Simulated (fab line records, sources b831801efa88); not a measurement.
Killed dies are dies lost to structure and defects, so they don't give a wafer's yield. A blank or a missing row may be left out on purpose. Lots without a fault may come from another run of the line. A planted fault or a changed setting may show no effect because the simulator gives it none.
fab line records | flow sky130
record lots=24 wafers=72 last_day=50
route steps=708 shown VIA3@595 METAL4@600 VIA4@652 METAL5@676 PASSIVATION@683
lots that met no fault: from a run of the same line without faults
start_h: hours from the record's first day to the start of the lot's first wafer shown | wait_h: hours since the lot's step before | " the same as in the row above | L1.1+2: a row that stands for several wafers | - no value, or no start given | * or withheld: withheld | < > ~ a bound
route shown NAME@n: a module of which the file shows steps, and the number in the route of the first | usual: mean/standard deviation of fault-free wafers | same: alike in all rows | chamber/n: place in a boat | sites: the reading at each site | _std_site: their standard deviation | _edge_site: outer sites' mean less inner sites' | radius_mm: how far each site lies from the wafer's centre | mask NAME#n: copy n | behind: the tool/chamber that last shaped the wafer | hold: why the lot was held/for how many hours/how that ended | device: the transistor (n, p or np) that didn't switch | end of line: the same wafers' tests at the end of the route | a step without rows: its recipe alone | killed: dies lost to structure and defects at the first sort, not the wafer's yield | map: a wafer's dies, x killed, . not, _ none there
set.NAME: the setting as run; set.NAME@STEP: as run at that earlier step | model.NAME: the simulator's own value behind a step, which no gauge read
steps of the route over a sample of lots; a table a step, a row a wafer
services: from which hour (start_h, from the record's first day; less than 0 if before it) a tool's chamber was out of use, for how many hours, and why
## steps
# step SKY_VIA3_RS_MEAS_22
# recipe thk_meas_gauge=four-point-probe reads=W_of_VIA3_CVD_21+TiN_of_VIA3_SPUTTER_20
# usual VIA3_W_RS=0.292/0.0039
# columns lot.wafer tool chamber start_h wait_h VIA3_W_RS[ohm/sq]
L074.3 film_metro-01 - 923.42 0.1 0.296
L074.4 " - " " 0.292
L074.5 " - " " 0.293
L075.4 film_metro-02 - 940.09 0.1 0.298
L075.5 " - " " 0.295
L075.6 " - " " 0.300
L076.1 film_metro-03 - 941.45 0.1 0.291
L076.3 " - " " 0.296
L076.5 " - " " 0.290
L077.3 film_metro-02 - 956.42 0.1 0.293
L077.5 " - " " 0.290
L077.6 " - " " 0.298
L078.1 film_metro-03 - 957.24 0.1 0.289
L078.4 " - " " 0.291
L078.5 " - " " 0.291
L079.1 film_metro-03 - 971.42 0.1 0.293
L079.3 " - " " 0.292
L079.5 " - " " 0.290
L080.2 film_metro-01 - 972.82 0.1 0.300
L080.3 " - " " 0.292
L080.6 " - " " 0.298
L081.1 film_metro-01 - 979.01 0.1 0.291
L081.2 " - " " 0.296
L081.4 " - " " 0.295
L083.2 film_metro-01 - 998.41 0.1 0.291
L083.4 " - " " 0.292
L083.6 " - " " 0.293
L082.1 film_metro-03 - 999.90 0.1 0.292
L082.3 " - " " 0.292
L082.6 " - " " 0.292
L084.1 film_metro-02 - 1008.75 0.1 0.295
L084.5 " - " " 0.295
L084.6 " - " " 0.294
L085.1 film_metro-03 - 1009.41 0.1 0.296
L085.5 " - " " 0.299
L085.6 " - " " 0.290
L086.1 film_metro-03 - 1014.60 0.1 0.291
L086.2 " - " " 0.285
L086.5 " - " " 0.291
L087.2 film_metro-01 - 1019.87 0.1 0.287
L087.3 " - " " 0.286
L087.5 " - " " 0.291
L088.1 film_metro-02 - 1027.24 0.1 0.287
L088.2 " - " " 0.292
L088.4 " - " " 0.289
L089.2 film_metro-02 - 1035.71 0.1 0.301
L089.4 " - " " 0.299
L089.5 " - " " 0.297
L090.1 film_metro-01 - 1042.23 0.1 0.286
L090.4 " - " " 0.287
L090.6 " - " " 0.286
L092.1 film_metro-03 - 1045.88 0.1 0.288
L092.5 " - " " 0.282
L092.6 " - " " 0.289
L091.1 film_metro-02 - 1049.20 0.1 0.297
L091.2 " - " " 0.286
L091.3 " - " " 0.297
L093.1 film_metro-01 - 1057.37 0.1 0.285
L093.2 " - " " 0.290
L093.5 " - " " 0.292
L094.1 film_metro-02 - 1062.00 0.1 0.291
L094.3 " - " " 0.291
L094.4 " - " " 0.289
L095.2 film_metro-02 - 1066.23 0.1 0.287
L095.3 " - " " 0.289
L095.5 " - " " 0.287
L096.2 film_metro-02 - 1076.43 0.1 0.294
L096.3 " - " " 0.291
L096.5 " - " " 0.295
L097.1 film_metro-01 - 1082.94 0.1 0.293
L097.5 " - " " 0.290
L097.6 " - " " 0.288
# step SKY_METAL4_SPUTTER_02
# recipe material=AlCu target_thk_nm=735 power_w=10600 time_s=40.15 chamber_pressure_pa=0.4
# usual throttle_valve_pct=30.0/0.98
# columns lot.wafer tool chamber start_h wait_h throttle_valve_pct
L074.3 pvd_sputter-04 - 923.91 0.0 28.6
L074.4 " - " " 30.9
L074.5 " - " " 30.9
L075.4 pvd_sputter-01 - 940.56 0.0 30.2
L075.5 " - " " 32.0
L075.6 " - " " 30.2
L076.1 pvd_sputter-04 - 941.98 0.0 28.3
L076.3 " - " " 29.0
L076.5 " - " " 31.2
L077.3 pvd_sputter-01 - 956.91 0.0 31.9
L077.5 " - " " 30.5
L077.6 " - " " 28.7
L078.1 pvd_sputter-04 - 957.77 0.0 28.4
L078.4 " - " " 30.9
L078.5 " - " " 30.0
L079.1 pvd_sputter-01 - 971.95 0.0 31.9
L079.3 " - " " 28.5
L079.5 " - " " 29.4
L080.2 pvd_sputter-03 - 973.58 0.0 29.3
L080.3 " - " " 30.6
L080.6 " - " " 29.6
L081.1 pvd_sputter-04 - 979.86 0.0 28.5
L081.2 " - " " 30.2
L081.4 " - " " 29.0
L083.2 pvd_sputter-03 - 998.92 0.0 29.6
L083.4 " - " " 30.9
L083.6 " - " " 31.2
L082.1 pvd_sputter-01 - 1000.43 0.0 28.8
L082.3 " - " " 29.4
L082.6 " - " " 30.1
L084.1 pvd_sputter-03 - 1009.28 0.0 29.2
L084.5 " - " " 29.7
L084.6 " - " " 30.8
L085.1 pvd_sputter-04 - 1009.94 0.0 30.1
L085.5 " - " " 30.3
L085.6 " - " " 29.1
L086.1 pvd_sputter-04 - 1015.13 0.0 29.1
L086.2 " - " " 30.3
L086.5 " - " " 29.4
L087.2 pvd_sputter-03 - 1020.40 0.0 30.7
L087.3 " - " " 29.7
L087.5 " - " " 29.8
L088.1 pvd_sputter-01 - 1027.77 0.0 30.4
L088.2 " - " " 29.6
L088.4 " - " " 32.0
L089.2 pvd_sputter-03 - 1036.22 0.0 30.7
L089.4 " - " " 31.0
L089.5 " - " " 29.6
L090.1 pvd_sputter-04 - 1042.76 0.0 31.2
L090.4 " - " " 30.4
L090.6 " - " " 31.2
L092.1 pvd_sputter-01 - 1046.40 0.0 31.7
L092.5 " - " " 30.3
L092.6 " - " " 28.4
L091.1 pvd_sputter-03 - 1049.73 0.0 30.6
L091.2 " - " " 29.2
L091.3 " - " " 30.9
L093.1 pvd_sputter-03 - 1057.90 0.0 30.9
L093.2 " - " " 29.1
L093.5 " - " " 29.4
L094.1 pvd_sputter-04 - 1062.53 0.0 30.0
L094.3 " - " " 29.0
L094.4 " - " " 28.5
L095.2 pvd_sputter-03 - 1066.73 0.0 29.3
L095.3 " - " " 30.9
L095.5 " - " " 30.9
L096.2 pvd_sputter-03 - 1076.94 0.0 29.2
L096.3 " - " " 31.0
L096.5 " - " " 30.9
L097.1 pvd_sputter-03 - 1083.47 0.0 31.0
L097.5 " - " " 30.9
L097.6 " - " " 31.0
# step SKY_VIA4_STRIP_13
# recipe chemistry=O2/N2 power_w=1400 pressure_mtorr=1500 platen_temp_c=withheld o2_flow_sccm=3000 n2_flow_sccm=300 overash_fraction=0.5
# usual drypump_motor_current_A=6.1/0.58 oes_product_au=0.710/0.0046 strip_time_to_endpoint_s=12.806/0.029
# columns lot.wafer tool chamber start_h wait_h drypump_motor_current_A oes_product_au rf_hours_counter_h strip_time_to_endpoint_s
L074.3 plasma_asher-02 1 999.41 - 6.7 0.711 - 12.795
L074.4 " 0 " " 5.5 0.707 - 12.765
L074.5 " 1 " " 6.7 0.718 - 12.784
L075.4 plasma_asher-03 0 1013.12 - 5.1 0.714 - 12.776
L075.5 " 1 " " 5.5 0.714 - 12.787
L075.6 " 0 " " 5.0 0.708 - 12.809
L076.1 plasma_asher-04 1 1014.54 - 6.1 0.713 89 12.758
L076.3 " 1 " " 6.1 0.708 - 12.817
L076.5 " 1 " " 6.1 0.717 - 12.788
L077.3 plasma_asher-02 1 1029.31 - 6.7 0.712 - 12.790
L077.5 " 0 " " 5.5 0.709 - 12.840
L077.6 " 1 " " 6.7 0.707 - 12.799
L078.1 plasma_asher-03 1 1029.88 - 5.5 0.715 56 12.768
L078.4 " 0 " " 5.0 0.714 - 12.811
L078.5 " 0 " " 5.1 0.714 - 12.794
L079.1 plasma_asher-04 0 1043.59 - 6.6 0.709 92 12.764
L079.3 " 0 " " 6.7 0.710 - 12.762
L079.5 " 0 " " 6.6 0.712 - 12.828
L080.2 plasma_asher-02 1 1044.59 - 6.7 0.702 31 12.823
L080.3 " 0 " " 5.5 0.699 - 12.827
L080.6 " 0 " " 5.5 0.714 - 12.828
L081.1 plasma_asher-04 1 1050.99 - 6.1 0.706 93 12.797
L081.2 " 0 " " 6.6 0.706 93 12.772
L081.4 " 0 " " 6.7 0.713 - 12.827
L083.2 plasma_asher-03 1 1068.88 - 5.5 0.708 60 12.781
L083.4 " 1 " " 5.5 0.711 - 12.827
L083.6 " 1 " " 5.6 0.707 - 12.779
L082.1 plasma_asher-02 0 1069.59 - 5.5 0.712 33 12.775
L082.3 " 1 " " 6.7 0.704 - 12.774
L082.6 " 1 " " 6.7 0.711 - 12.792
L084.1 plasma_asher-04 1 1077.39 - 6.1 0.708 95 12.800
L084.5 " 0 " " 6.7 0.706 - 12.783
L084.6 " 1 " " 6.1 0.711 - 12.827
L085.1 plasma_asher-02 0 1077.43 - 5.5 0.712 34 12.836
L085.5 " 0 " " 5.5 0.705 - 12.785
L085.6 " 1 " " 6.7 0.712 - 12.842
L086.1 plasma_asher-04 1 1082.23 - 6.1 0.710 96 12.780
L086.2 " 0 " " 6.6 0.702 96 12.817
L086.5 " 0 " " 6.7 0.714 - 12.774
L087.2 plasma_asher-02 0 1087.43 - 5.5 0.715 35 12.845
L087.3 " 0 " " 5.5 0.722 - 12.805
L087.5 " 1 " " 6.7 0.709 - 12.766
L088.1 plasma_asher-02 1 1094.43 - 6.7 0.709 36 12.755
L088.2 " 0 " " 5.5 0.703 36 12.826
L088.4 " 0 " " 5.5 0.706 - 12.802
L089.2 plasma_asher-04 0 1102.38 - 6.6 0.710 98 12.813
L089.4 " 0 " " 6.6 0.711 - 12.816
L089.5 " 0 " " 6.6 0.715 - 12.827
L090.1 plasma_asher-02 0 1107.88 - 5.5 0.712 37 12.858
L090.4 " 1 " " 6.7 0.704 - 12.893
L090.6 " 1 " " 6.7 0.710 - 12.802
L092.1 plasma_asher-04 0 1111.43 - 6.7 0.709 99 12.817
L092.5 " 0 " " 6.7 0.709 - 12.808
L092.6 " 1 " " 6.0 0.698 - 12.774
L091.1 plasma_asher-04 1 1114.78 - 6.1 0.702 99 12.810
L091.2 " 0 " " 6.7 0.712 99 12.805
L091.3 " 0 " " 6.7 0.714 - 12.753
L093.1 plasma_asher-02 0 1121.48 - 5.5 0.707 38 12.779
L093.2 " 1 " " 6.6 0.712 38 12.779
L093.5 " 1 " " 6.7 0.713 - 12.835
L094.1 plasma_asher-02 1 1126.28 - 6.7 0.705 39 12.789
L094.3 " 1 " " 6.7 0.712 - 12.769
L094.4 " 0 " " 5.5 0.707 - 12.839
L095.2 plasma_asher-03 1 1129.48 - 5.5 0.710 66 12.813
L095.3 " 1 " " 5.5 0.706 - 12.755
L095.5 " 0 " " 5.1 0.707 - 12.769
L096.2 plasma_asher-04 1 1140.03 - 6.1 0.716 101 12.882
L096.3 " 0 " " 6.7 0.719 - 12.794
L096.5 " 1 " " 6.1 0.706 - 12.843
L097.1 plasma_asher-04 1 1144.93 - 6.1 0.713 102 12.823
L097.5 " 0 " " 6.7 0.713 - 12.843
L097.6 " 1 " " 6.1 0.706 - 12.815
# step SKY_VIA4_RS_MEAS_19
# recipe thk_meas_gauge=four-point-probe reads=W_of_VIA4_CVD_18+TiN_of_VIA4_SPUTTER_17
# usual VIA4_W_RS=0.221/0.0035
# columns lot.wafer tool chamber start_h wait_h VIA4_W_RS[ohm/sq]
L074.3 film_metro-01 - 1000.31 0.1 0.221
L074.4 " - " " 0.220
L074.5 " - " " 0.224
L075.4 film_metro-03 - 1014.10 0.2 0.222
L075.5 " - " " 0.220
L075.6 " - " " 0.220
L076.1 film_metro-03 - 1015.34 0.1 0.219
L076.3 " - " " 0.222
L076.5 " - " " 0.216
L077.3 film_metro-03 - 1030.12 0.1 0.223
L077.5 " - " " 0.225
L077.6 " - " " 0.218
L078.1 film_metro-04 - 1030.68 0.1 0.221
L078.4 " - " " 0.218
L078.5 " - " " 0.225
L079.1 film_metro-01 - 1044.45 0.1 0.220
L079.3 " - " " 0.215
L079.5 " - " " 0.225
L080.2 film_metro-01 - 1045.45 0.1 0.218
L080.3 " - " " 0.217
L080.6 " - " " 0.227
L081.1 film_metro-04 - 1051.84 0.1 0.220
L081.2 " - " " 0.217
L081.4 " - " " 0.223
L083.2 film_metro-03 - 1069.73 0.1 0.216
L083.4 " - " " 0.220
L083.6 " - " " 0.217
L082.1 film_metro-04 - 1070.40 0.1 0.217
L082.3 " - " " 0.219
L082.6 " - " " 0.218
L084.1 film_metro-01 - 1078.19 0.1 0.223
L084.5 " - " " 0.224
L084.6 " - " " 0.217
L085.1 film_metro-04 - 1078.23 0.1 0.225
L085.5 " - " " 0.226
L085.6 " - " " 0.220
L086.1 film_metro-04 - 1083.04 0.1 0.223
L086.2 " - " " 0.218
L086.5 " - " " 0.215
L087.2 film_metro-01 - 1088.26 0.1 0.225
L087.3 " - " " 0.225
L087.5 " - " " 0.223
L088.1 film_metro-03 - 1095.24 0.1 0.217
L088.2 " - " " 0.224
L088.4 " - " " 0.217
L089.2 film_metro-04 - 1103.20 0.1 0.224
L089.4 " - " " 0.216
L089.5 " - " " 0.223
L090.1 film_metro-03 - 1108.72 0.1 0.224
L090.4 " - " " 0.216
L090.6 " - " " 0.224
L092.1 film_metro-01 - 1112.23 0.1 0.217
L092.5 " - " " 0.223
L092.6 " - " " 0.218
L091.1 film_metro-03 - 1115.58 0.1 0.226
L091.2 " - " " 0.218
L091.3 " - " " 0.225
L093.1 film_metro-04 - 1122.45 0.3 0.225
L093.2 " - " " 0.225
L093.5 " - " " 0.226
L094.1 film_metro-01 - 1127.23 0.3 0.224
L094.3 " - " " 0.225
L094.4 " - " " 0.227
L095.2 film_metro-04 - 1130.30 0.1 0.224
L095.3 " - " " 0.218
L095.5 " - " " 0.218
L096.2 film_metro-04 - 1141.13 0.1 0.219
L096.3 " - " " 0.217
L096.5 " - " " 0.219
L097.1 film_metro-04 - 1145.73 0.1 0.215
L097.5 " - " " 0.224
L097.6 " - " " 0.216
# step SKY_METAL5_METAL_ETCH_15
# recipe target_depth_a=12600 stop_on=SiO2 over_etch_frac=0.2 time_s=252 chemistry=Cl2/BCl3 resist_sidewall_deg=86 pressure_mtorr=10 icp_w=900 bias_w=48.5 Cl2_flow_sccm=60 bcl3_flow_sccm=30
# usual drypump_motor_current_A=5.6/0.46 oes_product_au=0.895/0.005 throttle_valve_pct=22.264/0.0093
# columns lot.wafer tool chamber start_h wait_h drypump_motor_current_A oes_product_au rf_hours_counter_h throttle_valve_pct
L074.3 rie_metal-03 0 1023.83 0.1 5.4 0.895 - 22.270
L074.4 " 1 " " 6.5 0.900 - 22.266
L074.5 " 0 " " 5.4 0.892 - 22.266
L075.4 rie_metal-01 0 1036.93 0.1 5.6 0.896 - 22.273
L075.5 " 0 " " 5.6 0.894 - 22.271
L075.6 " 1 " " 5.1 0.893 - 22.249
L076.1 rie_metal-04 1 1038.29 0.0 5.2 0.896 9 22.263
L076.3 " 0 " " 5.6 0.897 - 22.270
L076.5 " 1 " " 5.2 0.899 - 22.265
L077.3 rie_metal-03 0 1053.24 0.1 5.4 0.894 - 22.254
L077.5 " 1 " " 6.5 0.900 - 22.273
L077.6 " 0 " " 5.4 0.886 - 22.276
L078.1 rie_metal-04 0 1053.44 0.0 5.6 0.900 7 22.267
L078.4 " 0 " " 5.6 0.900 - 22.271
L078.5 " 1 " " 5.2 0.899 - 22.241
L079.1 rie_metal-04 0 1066.11 0.0 5.7 0.905 8 22.269
L079.3 " 1 " " 5.2 0.901 - 22.267
L079.5 " 0 " " 5.6 0.899 - 22.260
L080.2 rie_metal-03 1 1067.19 0.0 6.5 0.892 11 22.282
L080.3 " 1 " " 6.5 0.893 - 22.271
L080.6 " 1 " " 6.5 0.888 - 22.257
L081.1 rie_metal-04 0 1073.69 0.0 5.6 0.897 9 22.261
L081.2 " 1 " " 5.2 0.902 12 22.258
L081.4 " 1 " " 5.2 0.897 - 22.261
L083.2 rie_metal-01 0 1090.90 0.0 5.6 0.893 16 22.252
L083.4 " 0 " " 5.6 0.900 - 22.259
L083.6 " 1 " " 5.2 0.898 - 22.268
L082.1 rie_metal-04 1 1091.96 0.0 5.2 0.889 13 22.285
L082.3 " 0 " " 5.6 0.890 - 22.277
L082.6 " 0 " " 5.6 0.897 - 22.269
L084.1 rie_metal-03 0 1099.81 0.0 5.4 0.892 19 22.271
L084.5 " 1 " " 6.5 0.892 - 22.259
L084.6 " 0 " " 5.4 0.891 - 22.258
L085.1 rie_metal-01 0 1099.94 0.0 5.6 0.908 17 22.243
L085.5 " 0 " " 5.6 0.896 - 22.255
L085.6 " 1 " " 5.1 0.898 - 22.269
L086.1 rie_metal-04 1 1103.11 0.0 5.2 0.897 14 22.260
L086.2 " 0 " " 5.6 0.887 11 22.258
L086.5 " 0 " " 5.6 0.891 - 22.274
L087.2 rie_metal-03 1 1108.71 0.0 6.5 0.898 14 22.261
L087.3 " 1 " " 6.5 0.890 - 22.258
L087.5 " 0 " " 5.4 0.900 - 22.262
L088.1 rie_metal-03 0 1116.64 0.0 5.4 0.891 21 22.247
L088.2 " 1 " " 6.5 0.896 15 22.258
L088.4 " 1 " " 6.5 0.896 - 22.256
L089.2 rie_metal-04 1 1123.04 0.0 5.2 0.897 16 22.249
L089.4 " 0 " " 5.6 0.895 - 22.268
L089.5 " 0 " " 5.6 0.894 - 22.264
L090.1 rie_metal-04 0 1128.30 0.0 5.6 0.896 14 22.243
L090.4 " 0 " " 5.6 0.888 - 22.268
L090.6 " 0 " " 5.6 0.896 - 22.274
L092.1 rie_metal-01 0 1132.51 0.0 5.6 0.889 20 22.266
L092.5 " 0 " " 5.5 0.903 - 22.252
L092.6 " 1 " " 5.2 0.895 - 22.265
L091.1 rie_metal-04 0 1135.81 0.0 5.6 0.884 14 22.273
L091.2 " 1 " " 5.2 0.896 17 22.268
L091.3 " 1 " " 5.2 0.890 - 22.260
L093.1 rie_metal-04 1 1142.11 0.0 5.2 0.898 17 22.272
L093.2 " 0 " " 5.6 0.895 15 22.265
L093.5 " 1 " " 5.2 0.894 - 22.260
L094.1 rie_metal-03 0 1147.11 0.0 5.4 0.904 23 22.254
L094.3 " 1 " " 6.5 0.901 - 22.268
L094.4 " 0 " " 5.4 0.894 - 22.261
L095.2 rie_metal-01 1 1149.29 0.0 5.2 0.904 12 22.260
L095.3 " 0 " " 5.6 0.899 - 22.256
L095.5 " 1 " " 5.2 0.898 - 22.260
L096.2 rie_metal-01 1 1159.31 0.0 5.2 0.894 13 22.263
L096.3 " 1 " " 5.1 0.889 - 22.254
L096.5 " 1 " " 5.2 0.897 - 22.267
L097.1 rie_metal-03 0 1164.35 0.0 5.4 0.904 25 22.247
L097.5 " 1 " " 6.5 0.896 - 22.265
L097.6 " 0 " " 5.4 0.892 - 22.259
# step SKY_PASSIVATION_CVD_02
# recipe material=Si3N4 target_thk_nm=540 temp_c=400 time_s=withheld rf_w=459.2
# usual heater_power_w=689/91
# columns lot.wafer tool chamber start_h wait_h heater_power_w
L074.3 pecvd-01 1 1024.70 0.0 730
L074.4 " 0 " " 814
L074.5 " 2 " " 656
L075.4 pecvd-04 2 1037.88 0.1 650
L075.5 " 1 " " 624
L075.6 " 0 " " 573
L076.1 pecvd-01 1 1039.24 0.1 886
L076.3 " 0 " " 691
L076.5 " 1 " " 705
L077.3 pecvd-01 2 1054.08 0.0 673
L077.5 " 0 " " 778
L077.6 " 1 " " 704
L078.1 pecvd-04 2 1054.39 0.1 810
L078.4 " 0 " " 600
L078.5 " 0 " " 616
L079.1 pecvd-02 0 1067.02 0.1 543
L079.3 " 1 " " 660
L079.5 " 0 " " 580
L080.2 pecvd-02 1 1068.10 0.0 646
L080.3 " 0 " " 597
L080.6 " 2 " " 654
L081.1 pecvd-01 1 1074.61 0.1 866
L081.2 " 0 " " 717
L081.4 " 1 " " 890
L083.2 pecvd-02 1 1091.88 0.0 772
L083.4 " 1 " " 783
L083.6 " 0 " " 621
L082.1 pecvd-04 0 1092.95 0.1 595
L082.3 " 1 " " 590
L082.6 " 0 " " 487
L084.1 pecvd-01 2 1100.77 0.1 623
L084.5 " 1 " " 700
L084.6 " 2 " " 660
L085.1 pecvd-04 2 1100.85 0.1 669
L085.5 " 2 " " 708
L085.6 " 0 " " 600
L086.1 pecvd-01 0 1104.04 0.1 706
L086.2 " 1 " " 836
L086.5 " 0 " " 739
L087.2 pecvd-04 0 1109.62 0.0 540
L087.3 " 1 " " 633
L087.5 " 1 " " 662
L088.1 pecvd-04 1 1117.60 0.1 642
L088.2 " 2 " " 824
L088.4 " 2 " " 661
L089.2 pecvd-01 2 1123.95 0.0 730
L089.4 " 2 " " 734
L089.5 " 1 " " 807
L090.1 pecvd-02 2 1129.21 0.1 748
L090.4 " 2 " " 766
L090.6 " 1 " " 609
L092.1 pecvd-02 1 1133.42 0.1 698
L092.5 " 0 " " 618
L092.6 " 1 " " 749
L091.1 pecvd-01 0 1136.73 0.1 657
L091.2 " 2 " " 671
L091.3 " 1 " " 807
L093.1 pecvd-04 1 1143.21 0.1 614
L093.2 " 0 " " 600
L093.5 " 2 " " 735
L094.1 pecvd-02 0 1148.02 0.1 568
L094.3 " 1 " " 649
L094.4 " 2 " " 813
L095.2 pecvd-02 0 1150.20 0.0 561
L095.3 " 1 " " 668
L095.5 " 2 " " 719
L096.2 pecvd-02 1 1160.27 0.0 761
L096.3 " 2 " " 730
L096.5 " 0 " " 506
L097.1 pecvd-04 1 1165.30 0.1 549
L097.5 " 1 " " 583
L097.6 " 0 " " 480
## services
# columns tool chamber start_h hours kind
plasma_asher-03 - 902.45 6.4 repair
rie_metal-04 0 904.65 - clean
rie_metal-04 0 904.65 23.5 scheduled_down
rie_metal-04 0 904.65 23.5 vent_cycle
pvd_sputter-01 - 905.09 2.3 repair
pvd_sputter-03 - 917.65 5.4 repair
pecvd-01 2 922.46 3.9 repair
pvd_sputter-04 - 950.41 0.5 repair
pvd_sputter-03 - 958.88 1.4 repair
pvd_sputter-04 - 968.39 8.1 repair
pvd_sputter-04 - 1015.78 14.1 repair
pecvd-02 - 1050.50 1.0 repair
pvd_sputter-03 3 1053.84 - consumable_replace:kit
pvd_sputter-03 3 1053.84 18.0 scheduled_down
pecvd-04 1 1053.94 5.7 repair
pvd_sputter-04 - 1055.14 7.1 repair
pecvd-04 0 1086.05 5.2 repair
pecvd-01 2 1115.62 2.6 repair
rie_metal-04 1 1115.80 2.5 repair
pvd_sputter-03 - 1120.16 9.0 repair
rie_metal-04 - 1122.62 0.1 repair
pvd_sputter-01 - 1134.04 1.6 repair
pecvd-02 - 1140.67 2.8 pm
plasma_asher-03 - 1163.56 3.6 repair
## key
fault none
